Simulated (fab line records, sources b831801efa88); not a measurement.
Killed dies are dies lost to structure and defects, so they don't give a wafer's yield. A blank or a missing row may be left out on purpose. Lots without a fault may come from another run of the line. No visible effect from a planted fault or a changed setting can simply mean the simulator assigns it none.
fab line records	flow gf180mcu
record: lots: 5	wafers: 23
route steps=602 shown MIM@511 V5@551 TOP_METAL@570 PASSIVATION@599
start_h: start of the lot's first displayed wafer, in hours after the record's first day	wait_h: how many hours have passed since the lot's step before this one	" repeats the value in the row above	L1.1+2: several wafers, shown together as one row	- either no value or no given start	* or withheld: withheld	< > ~ a bound
route shown NAME@n: names a module that has steps shown in the file, with the first one's number in the route	usual: the fault-free wafers' mean and standard deviation	same: alike in all rows	chamber/n: place in a boat	sites: per-site readings	_std_site: how widely they spread, as a standard deviation	_edge_site: outer sites' mean less inner sites'	radius_mm: for every site, how far away it sits from the centre of the wafer	mask NAME#n: copy n	behind: the last tool/chamber to shape the wafer	hold: what put the lot on hold/how long, in hours/how the hold closed	device: whichever transistor did not switch (one of n, p or np)	end of line: tests run on the same wafers once the route is complete	a step with no rows: only its recipe	killed: the dies lost at the first sort to structure and to defects; this is not the yield of the wafer	map: dies across one wafer; x = killed, . = not, _ = none there
set.NAME: setting as actually run; set.NAME@STEP: the setting as run at that earlier step	model.NAME: the simulator's own value behind a step, which no gauge read
lots with deliberately changed settings; one table per step, one row per wafer
== steps ==
step: GF_MIM_SPUTTER_08
recipe: material: AlCu	target_thk_nm: 200	power_w: 10600	time_s: 10.6	chamber_pressure_pa: 0.4
lot.wafer	tool	chamber	start_h	wait_h	set.time_s	model.AlCu_of_MIM_SPUTTER_08.thk_nm
L076.1	pvd_sputter-01	-	582.91	0.0	10.6	200.9
L076.3+4	"	-	"	"	10.6	200.2
L076.5	"	-	"	"	10.6	201.2
L076.6	"	-	"	"	10.6	204.4
L077.1	pvd_sputter-02	-	595.09	0.0	10.02	189.5
L077.3	"	-	"	"	10.6	199.8
L077.4	"	-	"	"	10.6	200.7
L077.5	"	-	"	"	10.02	189.4
L077.6	"	-	"	"	10.02	189.2
L079.1	pvd_sputter-01	-	613.28	0.0	10.6	197.9
L079.2	"	-	"	"	9.854	186.2
L079.3	"	-	"	"	10.6	201.4
L079.4	"	-	"	"	9.854	183.9
L079.5	"	-	"	"	9.854	183.3
L080.1	pvd_sputter-02	-	619.75	0.0	10.6	202.1
L080.2	"	-	"	"	10.6	203.4
L080.4	"	-	"	"	11	209.8
L080.5	"	-	"	"	11	210
L080.6	"	-	"	"	11	211.1
L082.2	pvd_sputter-02	-	639.09	0.0	10.6	202.1
L082.5	"	-	"	"	10.6	200.1
L082.6	"	-	"	"	10.6	200.3
step: GF_MIM_SPUTTER_09
recipe: material: TiN	target_thk_nm: 35	power_w: 6500	time_s: 29.2	chamber_pressure_pa: 0.4
step: GF_MIM_RS_MEAS_10
recipe: thk_meas_gauge: four-point-probe	reads: TiN_of_MIM_SPUTTER_09+AlCu_of_MIM_SPUTTER_08+TiN_of_MIM_SPUTTER_07
usual: MIM_ALCU_RS: 0.1600/0.0017
lot.wafer	tool	chamber	start_h	wait_h	set.time_s@MIM_SPUTTER_08	MIM_ALCU_RS[ohm/sq]
L076.1	film_metro-02	-	582.97	0.0	10.6	0.1599
L076.3	"	-	"	"	10.6	0.1606
L076.4	"	-	"	"	10.6	0.1602
L076.5	"	-	"	"	10.6	0.1594
L076.6	"	-	"	"	10.6	0.1569
L077.1	film_metro-02	-	595.15	0.0	10.02	0.1698
L077.3	"	-	"	"	10.6	0.1606
L077.4	"	-	"	"	10.6	0.1596
L077.5	"	-	"	"	10.02	0.1697
L077.6	"	-	"	"	10.02	0.1701
L079.1	film_metro-01	-	613.34	0.0	10.6	0.1619
L079.2	"	-	"	"	9.854	0.1727
L079.3	"	-	"	"	10.6	0.1590
L079.4	"	-	"	"	9.854	0.1748
L079.5	"	-	"	"	9.854	0.1756
L080.1	film_metro-04	-	619.81	0.0	10.6	0.1583
L080.2	"	-	"	"	10.6	0.1574
L080.4	"	-	"	"	11	0.1521
L080.5	"	-	"	"	11	0.1522
L080.6	"	-	"	"	11	0.1515
L082.2	film_metro-02	-	639.17	0.0	10.6	0.1584
L082.5	"	-	"	"	10.6	0.1602
L082.6	"	-	"	"	10.6	0.1602
step: GF_MIM_THK_MEAS_11
recipe: thk_meas_gauge: xrf	reads: AlCu_of_MIM_SPUTTER_08
usual: MIM_ALCU_THK: 202.1/2.2
lot.wafer	tool	chamber	start_h	wait_h	set.time_s@MIM_SPUTTER_08	MIM_ALCU_THK[nm]
L076.1	film_metro-02	-	583.09	0.1	10.6	202.4
L076.3	"	-	"	"	10.6	201.5
L076.4	"	-	"	"	10.6	202.0
L076.5	"	-	"	"	10.6	201.8
L076.6	"	-	"	"	10.6	206.0
L077.1	film_metro-02	-	595.27	0.1	10.02	190.5
L077.3	"	-	"	"	10.6	201.6
L077.4	"	-	"	"	10.6	201.9
L077.5	"	-	"	"	10.02	190.2
L077.6	"	-	"	"	10.02	190.5
L079.1	film_metro-01	-	613.46	0.1	10.6	201.3
L079.2	"	-	"	"	9.854	189.0
L079.3	"	-	"	"	10.6	203.7
L079.4	"	-	"	"	9.854	186.0
L079.5	"	-	"	"	9.854	186.2
L080.1	film_metro-04	-	619.93	0.1	10.6	201.8
L080.2	"	-	"	"	10.6	204.3
L080.4	"	-	"	"	11	210.9
L080.5	"	-	"	"	11	208.6
L080.6	"	-	"	"	11	210.2
L082.2	film_metro-02	-	639.28	0.1	10.6	201.9
L082.5	"	-	"	"	10.6	200.3
L082.6	"	-	"	"	10.6	200.5
step: GF_MIM_METAL_ETCH_19
recipe: chemistry: Cl2/BCl3	mask_material: NOVOLAK	stop_on: Si3N4	target_depth_nm: 324.5	pressure_mtorr: 8	icp_w: 800	bias_w: 140	Cl2_flow_sccm: 80	bcl3_flow_sccm: 40	time_s: 54.1
usual: oes_product_au: 0.942/0.0058
lot.wafer	tool	chamber	start_h	wait_h	set.bias_w	set.time_s@MIM_SPUTTER_08	oes_product_au
L076.1	rie_metal-02	1	603.37	0.1	130.2	10.6	0.943
L076.3	"	0	"	"	130.2	10.6	0.938
L076.4	"	1	"	"	140	10.6	0.936
L076.5	"	0	"	"	130.2	10.6	0.937
L076.6	"	1	"	"	140	10.6	0.942
L077.1	rie_metal-02	0	615.47	0.1	145.6	10.02	0.926
L077.3	"	0	"	"	145.6	10.6	0.939
L077.4	"	1	"	"	140	10.6	0.935
L077.5	"	0	"	"	140	10.02	0.920
L077.6	"	1	"	"	145.6	10.02	0.920
L079.1	rie_metal-01	0	633.07	0.1	140	10.6	0.937
L079.2	"	1	"	"	140	9.854	0.913
L079.3	"	0	"	"	126.4	10.6	0.947
L079.4	"	1	"	"	140	9.854	0.909
L079.5	"	1	"	"	126.4	9.854	0.908
L080.1	rie_metal-02	1	640.32	0.1	140	10.6	0.945
L080.2	"	0	"	"	140	10.6	0.957
L080.4	"	0	"	"	149.1	11	0.957
L080.5	"	0	"	"	140	11	0.959
L080.6	"	1	"	"	149.1	11	0.971
L082.2	rie_metal-02	0	658.97	0.1	140	10.6	0.940
L082.5	"	0	"	"	140	10.6	0.939
L082.6	"	1	"	"	140	10.6	0.942
step: GF_V5_EXPOSE_11
recipe: mask_id: Via5	target_cd_nm: 260	na: 0.68	source_shape: conventional	sigma_outer: 0.6	dose_mj: 38
lot.wafer	tool	chamber	start_h	wait_h	mask	set.dose_mj
L076.1+3+4+5+6	krf_scanner-02	0	-	-	Via5#0	38
L077.1+3+4	krf_scanner-01	0	-	-	Via5#0	38
L077.5+6	"	0	"	"	Via5#0	36.96
L079.1+5	krf_scanner-01	0	-	-	Via5#0	38
L079.2+3+4	"	0	"	"	Via5#0	40.35
L080.1+4+6	krf_scanner-02	0	-	-	Via5#0	38
L080.2+5	"	0	"	"	Via5#0	40.55
L082.2+5+6	krf_scanner-01	0	-	-	Via5#0	38
step: GF_V5_PEB_12
recipe: peb_temp_c: 135	peb_time_s: 90	resist: KrF
step: GF_V5_DEVELOP_13
recipe: develop_time_s: 60	resist: KrF	dev_temp_c: 21
step: GF_V5_CD_MEAS_14
recipe: target_cd_nm: 260
usual: cd_nm: 259.3/1.1
lot.wafer	tool	chamber	start_h	wait_h	set.dose_mj@V5_EXPOSE_11	cd_nm
L076.1	cd_sem-02	-	644.91	0.1	38	256.9
L076.3	"	-	"	"	38	258.5
L076.4	"	-	"	"	38	258.1
L076.5	"	-	"	"	38	256.6
L076.6	"	-	"	"	38	257.1
L077.1	cd_sem-02	-	656.81	0.1	38	259.3
L077.3	"	-	"	"	38	258.3
L077.4	"	-	"	"	38	258.1
L077.5	"	-	"	"	36.96	253.8
L077.6	"	-	"	"	36.96	254.5
L079.1	cd_sem-01	-	673.67	0.1	38	260.8
L079.2	"	-	"	"	40.35	270.7
L079.3	"	-	"	"	40.35	270.2
L079.4	"	-	"	"	40.35	270.6
L079.5	"	-	"	"	38	260.2
L080.1	cd_sem-01	-	681.12	0.1	38	260.6
L080.2	"	-	"	"	40.55	269.7
L080.4	"	-	"	"	38	259.8
L080.5	"	-	"	"	40.55	270.5
L080.6	"	-	"	"	38	260.2
L082.2	cd_sem-02	-	699.29	0.1	38	257.5
L082.5	"	-	"	"	38	259.3
L082.6	"	-	"	"	38	259.0
step: GF_V5_ETCH_16
recipe: chemistry: N2/H2	target_depth_a: withheld	overetch_a: withheld	time_s: withheld	target: BARC	ion_energy_ev: 200	source_w: 500	bias_w: 100	pressure_mtorr: 30	n2_flow_sccm: 100	h2_flow_sccm: 200
lot.wafer	tool	chamber	start_h	wait_h	set.dose_mj@V5_EXPOSE_11	model.V5.cd_nm
L076.1	rie_diel-01	3	645.06	0.0	38	257.1
L076.3	"	0	"	"	38	258.6
L076.4	"	1	"	"	38	256.6
L076.5	"	3	"	"	38	257
L076.6	"	0	"	"	38	256.9
L077.1	rie_diel-02	3	656.96	0.0	38	259.4
L077.3	"	0	"	"	38	258.6
L077.4	"	2	"	"	38	258
L077.5	"	1	"	"	36.96	253.5
L077.6	"	2	"	"	36.96	254
L079.1	rie_diel-04	0	673.82	0.0	38	260.8
L079.2	"	1	"	"	40.35	271.4
L079.3+4	"	2,3	"	"	40.35	270.2
L079.5	"	0	"	"	38	259.7
L080.1	rie_diel-02	3	681.27	0.0	38	259.9
L080.2	"	1	"	"	40.55	269.3
L080.4	"	0	"	"	38	259.8
L080.5	"	3	"	"	40.55	270.6
L080.6	"	2	"	"	38	259.6
L082.2	rie_diel-02	3	699.43	0.0	38	257.8
L082.5	"	0	"	"	38	259.6
L082.6	"	3	"	"	38	258.2
step: GF_V5_ETCH_17
recipe: chemistry: C4F8/O2/Ar	mask_material: KrF	target: SiO2	stop_on: TiN	source_w: 1500	bias_w: 1200	pressure_mtorr: 40	c4f8_flow_sccm: withheld	O2_flow_sccm: 6	Ar_flow_sccm: 300	time_s: withheld	target_depth_a: 8550
lot.wafer	tool	chamber	start_h	wait_h	set.dose_mj@V5_EXPOSE_11	model.V5.cd_nm
L076.1	rie_diel-01	3	-	-	38	257.6
L076.3	"	0	"	"	38	258.8
L076.4	"	1	"	"	38	255.7
L076.5	"	3	"	"	38	257.8
L076.6	"	0	"	"	38	256.9
L077.1+3	rie_diel-02	3,0	-	-	38	259.2
L077.4	"	2	"	"	38	257.2
L077.5	"	1	"	"	36.96	253.2
L077.6	"	2	"	"	36.96	253.3
L079.1	rie_diel-04	0	-	-	38	258.8
L079.2	"	1	"	"	40.35	271.5
L079.3	"	2	"	"	40.35	269.9
L079.4	"	3	"	"	40.35	269.4
L079.5	"	0	"	"	38	258.2
L080.1	rie_diel-02	3	-	-	38	259.5
L080.2	"	1	"	"	40.55	269.7
L080.4	"	0	"	"	38	260.4
L080.5	"	3	"	"	40.55	270.4
L080.6	"	2	"	"	38	259.1
L082.2	rie_diel-02	3	-	-	38	257.4
L082.5	"	0	"	"	38	261
L082.6	"	3	"	"	38	257.5
step: GF_V5_SPUTTER_21
recipe: material: Ti	target_thk_nm: 15	chamber_pressure_pa: 5	power_w: 2500	substrate_temp_c: 200	time_s: 80.02
lot.wafer	tool	chamber	start_h	wait_h	set.chamber_pressure_pa	model.Ti_of_V5_SPUTTER_21.thk_nm
L076.1+3	pvd_sputter-03	-	645.75	0.0	5	15.05
L076.4+5	"	-	"	"	5	14.72
L076.6	"	-	"	"	5	15.02
L077.1	pvd_sputter-04	-	657.66	0.0	4.62	16.17
L077.3	"	-	"	"	4.62	16.01
L077.4	"	-	"	"	4.62	16.09
L077.5	"	-	"	"	4.62	15.98
L077.6	"	-	"	"	4.62	16.08
L079.1	pvd_sputter-01	-	674.52	0.0	4.753	15.48
L079.2	"	-	"	"	4.753	15.79
L079.3	"	-	"	"	4.753	15.71
L079.4	"	-	"	"	4.753	15.55
L079.5	"	-	"	"	4.753	15.75
L080.1	pvd_sputter-03	-	681.96	0.0	5	14.82
L080.2	"	-	"	"	5	15.11
L080.4	"	-	"	"	5	15.18
L080.5	"	-	"	"	5	15.1
L080.6	"	-	"	"	5	15.08
L082.2	pvd_sputter-01	-	700.11	0.0	5	14.75
L082.5	"	-	"	"	5	14.82
L082.6	"	-	"	"	5	14.92
step: GF_TOP_METAL_SPUTTER_03
recipe: material: Ti	target_thk_nm: 5	substrate_temp_c: 300	chamber_pressure_pa: 0.3	power_w: 3000	time_s: 3.3
lot.wafer	tool	chamber	start_h	wait_h	set.time_s	model.Ti_of_TOP_METAL_SPUTTER_03.thk_nm
L076.1	pvd_sputter-04	-	646.62	0.0	3.3	5.042
L076.3	"	-	"	"	3.3	4.825
L076.4	"	-	"	"	3.144	4.698
L076.5	"	-	"	"	3.144	4.836
L076.6	"	-	"	"	3.144	4.853
L077.1	pvd_sputter-02	-	658.52	0.0	3.3	5.206
L077.3	"	-	"	"	2.897	4.535
L077.4	"	-	"	"	3.3	5.061
L077.5	"	-	"	"	2.897	4.517
L077.6	"	-	"	"	2.897	4.581
L079.1	pvd_sputter-03	-	675.38	0.0	3.3	5.053
L079.2	"	-	"	"	3.3	4.981
L079.3	"	-	"	"	3.3	5.129
L079.4	"	-	"	"	3.3	5.025
L079.5	"	-	"	"	3.3	5.06
L080.1	pvd_sputter-03	-	682.82	0.0	3.3	4.926
L080.2	"	-	"	"	3.3	4.961
L080.4	"	-	"	"	3.3	4.969
L080.5	"	-	"	"	2.836	4.298
L080.6	"	-	"	"	2.836	4.31
L082.2	pvd_sputter-03	-	700.98	0.0	3.3	4.93
L082.5	"	-	"	"	3.3	4.916
L082.6	"	-	"	"	3.3	4.966
step: GF_TOP_METAL_DEVELOP_13
recipe: develop_time_s: 60	dev_temp_c: 23
lot.wafer	tool	chamber	start_h	wait_h	set.develop_time_s
L076.1+4+6	litho_track-03	0	665.77	0.1	66.75
L076.3+5	"	0	"	"	60
L077.1+5	litho_track-03	0	677.62	0.1	66.6
L077.3+4+6	"	0	"	"	60
L079.1+2	litho_track-04	0	694.81	0.1	60
L079.3+4+5	"	0	"	"	66.86
L080.1+4	litho_track-04	0	701.16	0.1	60
L080.2+5+6	"	0	"	"	57.14
L082.2+5+6	litho_track-03	0	718.80	0.1	60
step: GF_TOP_METAL_CD_MEAS_14
recipe: target_cd_nm: 440
usual: cd_nm: 441.3/2.1
lot.wafer	tool	chamber	start_h	wait_h	set.develop_time_s@TOP_METAL_DEVELOP_13	cd_nm
L076.1	cd_sem-02	-	665.92	0.1	66.75	431.1
L076.3	"	-	"	"	60	440.6
L076.4	"	-	"	"	66.75	434.1
L076.5	"	-	"	"	60	441.7
L076.6	"	-	"	"	66.75	430.3
L077.1	cd_sem-01	-	677.77	0.1	66.6	435.0
L077.3	"	-	"	"	60	446.1
L077.4	"	-	"	"	60	446.4
L077.5	"	-	"	"	66.6	434.5
L077.6	"	-	"	"	60	445.8
L079.1	cd_sem-02	-	694.96	0.1	60	440.4
L079.2	"	-	"	"	60	439.4
L079.3	"	-	"	"	66.86	426.8
L079.4	"	-	"	"	66.86	429.2
L079.5	"	-	"	"	66.86	427.4
L080.1	cd_sem-02	-	701.31	0.1	60	443.6
L080.2	"	-	"	"	57.14	446.1
L080.4	"	-	"	"	60	440.5
L080.5	"	-	"	"	57.14	445.7
L080.6	"	-	"	"	57.14	446.3
L082.2	cd_sem-02	-	718.94	0.1	60	442.2
L082.5	"	-	"	"	60	442.2
L082.6	"	-	"	"	60	441.2
step: GF_PASSIVATION_STRIP_12
recipe: chemistry: O2/N2	power_w: 1400	pressure_mtorr: 1500	platen_temp_c: 250	o2_flow_sccm: 3000	n2_flow_sccm: 300	overash_fraction: 0.5
usual: oes_product_au: 0.719/0.0045	strip_time_to_endpoint_s: 34.93/0.23
lot.wafer	tool	chamber	start_h	wait_h	set.pressure_mtorr	oes_product_au	strip_time_to_endpoint_s
L076.1	plasma_asher-03	0	686.60	0.1	1400	0.710	35.62
L076.3	"	1	"	"	1400	0.705	35.86
L076.4	"	0	"	"	1400	0.699	35.68
L076.5	"	0	"	"	1400	0.709	35.73
L076.6	"	1	"	"	1400	0.715	35.93
L077.1	plasma_asher-02	0	697.81	0.1	1433	0.717	35.36
L077.3	"	0	"	"	1433	0.709	35.33
L077.4	"	1	"	"	1433	0.717	35.52
L077.5	"	0	"	"	1433	0.707	35.37
L077.6	"	1	"	"	1433	0.713	35.55
L079.1	plasma_asher-03	0	714.60	0.1	1324	0.705	35.90
L079.2	"	1	"	"	1324	0.697	36.32
L079.3	"	0	"	"	1324	0.692	36.34
L079.4	"	1	"	"	1324	0.704	36.33
L079.5	"	0	"	"	1324	0.696	35.94
L080.1	plasma_asher-02	1	720.15	0.1	1375	0.707	35.90
L080.2	"	0	"	"	1375	0.708	36.02
L080.4	"	0	"	"	1375	0.707	35.75
L080.5	"	1	"	"	1375	0.699	35.88
L080.6	"	0	"	"	1375	0.703	35.78
L082.2	plasma_asher-03	1	737.95	0.1	1500	0.721	34.90
L082.5	"	1	"	"	1500	0.723	34.87
L082.6	"	0	"	"	1500	0.721	34.83
== key ==
split: step: GF_MIM_SPUTTER_08	setting: time_s	stated: 10.6	by: wafer
response: step: GF_MIM_SPUTTER_08	reading: model.AlCu_of_MIM_SPUTTER_08.thk_nm	change: +2.08	per: 1%	r: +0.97
response: step: GF_MIM_RS_MEAS_10	reading: MIM_ALCU_RS	change: -0.00186	per: 1%	r: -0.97
response: step: GF_MIM_THK_MEAS_11	reading: MIM_ALCU_THK	change: +2.09	per: 1%	r: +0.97
response: step: GF_MIM_METAL_ETCH_19	reading: oes_product_au	change: +0.00379	per: 1%	r: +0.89
split: step: GF_MIM_METAL_ETCH_19	setting: bias_w	stated: 140	by: wafer
response none clear
split: step: GF_V5_EXPOSE_11	setting: dose_mj	stated: 38	by: wafer
response: step: GF_V5_CD_MEAS_14	reading: cd_nm	change: +1.54	per: 1%	r: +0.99
response: step: GF_V5_ETCH_16	reading: model.V5.cd_nm	change: +1.61	per: 1%	r: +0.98
response: step: GF_V5_ETCH_17	reading: model.V5.cd_nm	change: +1.73	per: 1%	r: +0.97
split: step: GF_V5_SPUTTER_21	setting: chamber_pressure_pa	stated: 5	by: lot
response: step: GF_V5_SPUTTER_21	reading: model.Ti_of_V5_SPUTTER_21.thk_nm	change: -0.146	per: 1%	r: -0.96
split: step: GF_TOP_METAL_SPUTTER_03	setting: time_s	stated: 3.3	by: wafer
response: step: GF_TOP_METAL_SPUTTER_03	reading: model.Ti_of_TOP_METAL_SPUTTER_03.thk_nm	change: +0.0459	per: 1%	r: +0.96
split: step: GF_TOP_METAL_DEVELOP_13	setting: develop_time_s	stated: 60	by: wafer
response: step: GF_TOP_METAL_CD_MEAS_14	reading: cd_nm	change: -0.964	per: 1%	r: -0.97
split: step: GF_PASSIVATION_STRIP_12	setting: pressure_mtorr	stated: 1500	by: lot
response: step: GF_PASSIVATION_STRIP_12	reading: oes_product_au	change: +0.00197	per: 1%	r: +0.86
response: step: GF_PASSIVATION_STRIP_12	reading: strip_time_to_endpoint_s	change: *	per: 1%	r: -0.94
